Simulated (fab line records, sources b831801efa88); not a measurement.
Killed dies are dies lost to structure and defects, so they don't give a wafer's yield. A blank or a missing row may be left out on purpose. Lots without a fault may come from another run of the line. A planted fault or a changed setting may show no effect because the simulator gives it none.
Chamber matching | flow gf180mcu | GF_CONTACT_CMP_04 on cmp-01: 4 sister chambers
The step polishes SiO2. 16 wafers are shown with their chamber, then 8 later ones without.

WAFERS WITH THEIR CHAMBER
wafer  | chamber | motor_current_A (A) | time_to_endpoint_s (s)
L565.1 | 3       | 10.4                | 109
L565.3 | 0       | 12.6                | 108
L565.6 | 0       | 11.9                | 110
L567.4 | 0       | 12.0                | 116
L567.5 | 1       | 11.6                | 115
L567.6 | 0       | 12.3                | 114
L568.2 | 3       | 9.6                 | 113
L568.3 | 0       | 12.2                | 115
L568.4 | 1       | 11.3                | 118
L570.1 | 3       | 10.3                | 113
L570.3 | 0       | 12.1                | 110
L570.6 | 2       | 11.6                | 115
L571.1 | 3       | 9.8                 | 103
L571.3 | 0       | 12.0                | 102
L571.4 | 2       | 11.8                | 107
L572.2 | 0       | 11.8                | 104

SIGNATURES (means of the wafers above)
reading            | chamber 0 | chamber 1 | chamber 2 | chamber 3 | scatter within a chamber
motor_current_A    | 12.113    | 11.450    | 11.700    | 10.025    | 0.283
time_to_endpoint_s | 109.88    | 116.50    | 111.00    | 109.50    | 4.87
Rule: a wafer's distance from a chamber is the root of the sum, over the readings, of the square of ((its reading less the chamber's mean) divided by the reading's scatter). The wafer belongs to the nearest chamber; if the next one is less than 2 further off, it can't be placed. The scatter: the root of (the sum of the squares of (reading less its chamber's mean) over the shown wafers, divided by (wafers less chambers)).

WAFERS WITHOUT THEIR CHAMBER
wafer  | motor_current_A (A) | time_to_endpoint_s (s)
L572.3 | 10.7                | 111
L572.6 | 11.8                | 108
L583.1 | 11.3                | 109
L583.4 | 12.7                | 108
L583.6 | 12.1                | 107
L584.4 | 11.9                | 117
L584.5 | 11.7                | 111
L584.6 | 11.2                | 110

WHICH CHAMBER EACH WENT THROUGH
wafer  | from the rows above          | in truth
L572.3 | can't be placed: 3 or 1 or 2 | 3
L572.6 | can't be placed: 2 or 0 or 1 | 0
L583.1 | can't be placed: 2 or 1 or 0 | 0
L583.4 | can't be placed: 0 or 2      | 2
L583.6 | can't be placed: 0 or 2      | 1
L584.4 | can't be placed: 2 or 1 or 0 | 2
L584.5 | can't be placed: 2 or 1 or 0 | 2
L584.6 | can't be placed: 1 or 2 or 0 | 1
Placed correctly: 0 of 8. Can't be placed from these rows: 8 (the true chamber is among the candidates in 7). Placed wrongly: 0.
